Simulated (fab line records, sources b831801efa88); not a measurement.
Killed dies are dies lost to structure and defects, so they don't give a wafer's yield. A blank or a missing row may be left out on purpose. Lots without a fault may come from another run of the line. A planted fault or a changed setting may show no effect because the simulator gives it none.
Which tool did it? | flow sky130 | 12 lots, 36 wafers sampled, at 5 steps of a route of 708

WHAT THE GAUGES READ, wafer by wafer
SKY_VT_ADJUST_HVTR_OVL_MEAS_08.
lot  | measured     | on         | VT_ADJUST_HVTR_OVL (nm)
L591 | day 9 10:26  | overlay-01 | 1.1 -1.6 -1.1
L592 | day 9 20:02  | overlay-02 | 1.1 0.5 -0.1
L594 | day 10 19:20 | overlay-02 | 0.5 1.5 -0.5
L600 | day 12 06:17 | overlay-01 | 1.6 -0.1 1.3
L603 | day 13 04:08 | overlay-02 | 1.5 1.2 1.7
L604 | day 13 12:32 | overlay-02 | 1.9 -1.1 -0.9
L605 | day 13 19:37 | overlay-02 | 1.7 -1.1 0.0
L607 | day 14 08:03 | overlay-02 | 0.2 -1.6 -0.8
L608 | day 14 15:23 | overlay-02 | -1.5 -0.2 -0.7
L609 | day 14 22:39 | overlay-02 | 1.1 2.8 1.4
L611 | day 15 13:47 | overlay-02 | 1.2 1.2 -0.8
L614 | day 16 16:03 | overlay-02 | 3.4 0.2 3.4

SKY_VT_ADJUST_HVTR_TW_MEAS_11.
lot  | measured     | on            | VT_ADJUST_HVTR_TW
L591 | day 9 10:44  | film_metro-04 | 210.4 211.5 211.5
L592 | day 9 20:20  | film_metro-04 | 211.9 212.5 211.8
L594 | day 10 19:37 | film_metro-04 | 212.3 213.2 213.2
L600 | day 12 06:35 | film_metro-02 | 213.4 212.9 213.5
L603 | day 13 04:26 | film_metro-01 | 212.0 212.3 212.2
L604 | day 13 12:50 | film_metro-01 | 211.3 212.5 212.2
L605 | day 13 19:55 | film_metro-01 | 211.6 211.3 213.3
L607 | day 14 08:20 | film_metro-01 | 193.4 193.6 193.8
L608 | day 14 15:40 | film_metro-04 | 195.3 194.5 195.7
L609 | day 14 22:56 | film_metro-01 | 193.3 193.3 193.3
L611 | day 15 14:05 | film_metro-04 | 212.7 212.8 212.5
L614 | day 16 16:20 | film_metro-04 | 212.7 212.2 212.9

SKY_SONOS_TUNNEL_OVL_MEAS_08.
lot  | measured     | on         | SONOS_TUNNEL_OVL (nm)
L591 | day 11 07:26 | overlay-01 | -0.5 0.7 -0.1
L592 | day 11 17:59 | overlay-01 | -1.2 -2.0 -1.7
L594 | day 12 19:02 | overlay-02 | -0.1 0.8 0.8
L600 | day 14 09:53 | overlay-02 | -0.6 -1.0 -0.1
L603 | day 15 09:20 | overlay-02 | -0.3 0.1 -0.8
L604 | day 15 18:29 | overlay-02 | 0.9 0.1 -1.7
L605 | day 16 01:37 | overlay-02 | -1.7 -1.8 -1.9
L607 | day 16 15:27 | overlay-02 | -1.1 1.0 2.5
L608 | day 16 23:09 | overlay-01 | 0.8 -0.5 0.2
L609 | day 17 06:10 | overlay-02 | 0.5 0.3 -0.3
L611 | day 17 21:40 | overlay-01 | -2.0 0.7 0.1
L614 | day 19 03:30 | overlay-01 | -2.7 -2.7 -2.8

WHICH TOOL RAN EACH LOT (tool, then ch and the chambers of the sampled wafers, then the start)
lot  | SKY_VT_ADJUST_HVTR_IMPLANT_09   | SKY_VT_ADJUST_HVTR_STRIP_10
L591 | implanter-04 ch 0, day 9 10:31  | plasma_asher-03 ch 0,1, day 9 10:38
L592 | implanter-03 ch 0, day 9 20:07  | plasma_asher-04 ch 0,1, day 9 20:14
L594 | implanter-04 ch 0, day 10 19:23 | plasma_asher-04 ch 0,1, day 10 19:31
L600 | implanter-02 ch 0, day 12 06:22 | plasma_asher-02 ch 0,1, day 12 06:29
L603 | implanter-02 ch 0, day 13 04:13 | plasma_asher-04 ch 0,1, day 13 04:20
L604 | implanter-04 ch 0, day 13 12:36 | plasma_asher-03 ch 0,1, day 13 12:43
L605 | implanter-04 ch 0, day 13 19:40 | plasma_asher-04 ch 0,1, day 13 19:49
L607 | implanter-04 ch 0, day 14 08:05 | plasma_asher-02 ch 0,1, day 14 08:14
L608 | implanter-04 ch 0, day 14 15:25 | plasma_asher-02 ch 0,1, day 14 15:34
L609 | implanter-04 ch 0, day 14 22:41 | plasma_asher-03 ch 0, day 14 22:50
L611 | implanter-03 ch 0, day 15 13:51 | plasma_asher-04 ch 0,1, day 15 13:58
L614 | implanter-03 ch 0, day 16 16:05 | plasma_asher-02 ch 0,1, day 16 16:14
- SKY_VT_ADJUST_HVTR_IMPLANT_09
- SKY_VT_ADJUST_HVTR_STRIP_10: strips in O2/N2.

WHAT THE TOOLS THEMSELVES READ (means of the sampled wafers that have a number; where no wafer has one, the mark that the record gives instead)
SKY_VT_ADJUST_HVTR_IMPLANT_09.
lot  | tool         | dose_ions_cm2 | faraday_current_uA
L591 | implanter-04 | 2.0989e+12    | 11.91
L592 | implanter-03 | 2.1029e+12    | 11.81
L594 | implanter-04 | 2.1003e+12    | 11.64
L600 | implanter-02 | 2.0994e+12    | 11.52
L603 | implanter-02 | 2.0998e+12    | 11.93
L604 | implanter-04 | 2.0974e+12    | 11.86
L605 | implanter-04 | 2.0982e+12    | 11.96
L607 | implanter-04 | 1.5211e+12    | 8.50
L608 | implanter-04 | 1.5189e+12    | 8.53
L609 | implanter-04 | 1.5187e+12    | 8.73
L611 | implanter-03 | 2.0995e+12    | 11.76
L614 | implanter-03 | 2.0986e+12    | 11.84

SKY_VT_ADJUST_HVTR_STRIP_10.
lot  | tool            | chamber_pressure_mTorr (mTorr) | drypump_motor_current_A (A) | oes_product_au (a.u.) | strip_time_to_endpoint_s (s)
L591 | plasma_asher-03 | 1499.8                         | 5.6                         | 0.715                 | 14.15
L592 | plasma_asher-04 | 1499.5                         | 5.3                         | 0.714                 | 14.15
L594 | plasma_asher-04 | 1500.9                         | 5.3                         | 0.716                 | 14.17
L600 | plasma_asher-02 | 1499.2                         | 5.8                         | 0.716                 | 14.10
L603 | plasma_asher-04 | 1501.2                         | 5.3                         | 0.715                 | 14.17
L604 | plasma_asher-03 | 1500.0                         | 5.6                         | 0.709                 | 14.22
L605 | plasma_asher-04 | 1499.2                         | 5.2                         | 0.717                 | 14.25
L607 | plasma_asher-02 | 1499.0                         | 5.8                         | 0.715                 | 14.16
L608 | plasma_asher-02 | 1501.0                         | 5.6                         | 0.716                 | 14.21
L609 | plasma_asher-03 | 1498.4                         | 5.6                         | 0.717                 | 14.19
L611 | plasma_asher-04 | 1501.0                         | 5.2                         | 0.715                 | 14.19
L614 | plasma_asher-02 | 1500.5                         | 5.8                         | 0.719                 | 14.15

THE ANSWER, worked out from the rows above alone
Rule: what is usual is taken from the lots themselves. Put in order of their means at a reading, lots are off if they are a third of the lots or fewer, leave a main group of 4 or more, and stand apart from it by a gap of 3 or more times the standard deviation of the main group's means; of several such gaps the widest counts. A main group whose means are all the same, to the digits that the tables above print for the reading, isn't used. A lot without any number at a reading at which 4 lots or more have one is off too. The other lots that the step has rows for count as sound. The gauges are gone through in route order, then the tools' own readings, and for those a lot's mean is taken as printed above. The first step at which some lot is off is used, and at that step the reading that is off furthest; a lot without a number counts as furthest.
Off: L607, L608, L609, at SKY_VT_ADJUST_HVTR_TW_MEAS_11 (VT_ADJUST_HVTR_TW). The main group: mean 212.3, standard deviation 0.59.
A tool fits if, at a process step before that reading, it ran every lot that is off, and no sound lot after the first of them. The gauges at SKY_VT_ADJUST_HVTR_TW_MEAS_11 aren't tried: what is off there is off at SKY_VT_ADJUST_HVTR_IMPLANT_09 too, on other tools, and a gauge's error can't cause that. One fits: implanter-04 at SKY_VT_ADJUST_HVTR_IMPLANT_09. Its last sound lot is L605 (day 13 19:40), its first lot that is off L607 (day 14 08:05): a fault that began between those two fits.
The tool's own readings at SKY_VT_ADJUST_HVTR_IMPLANT_09 bear it out: on the lots that are off they differ by more than 5 times the standard deviation of the sound lots' means. dose_ions_cm2 reads 1.5196e+12 there against 2.0994e+12 on the sound lots; faraday_current_uA reads 8.59 there against 11.80 on the sound lots.

WHAT THE SIMULATOR HAD PUT IN
Process parameter drift: implanter-04, from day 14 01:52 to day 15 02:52, at SKY_VT_ADJUST_HVTR_IMPLANT_09. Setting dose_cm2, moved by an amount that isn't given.
Lots struck among those shown: L607, L608, L609. The rule above found the same.
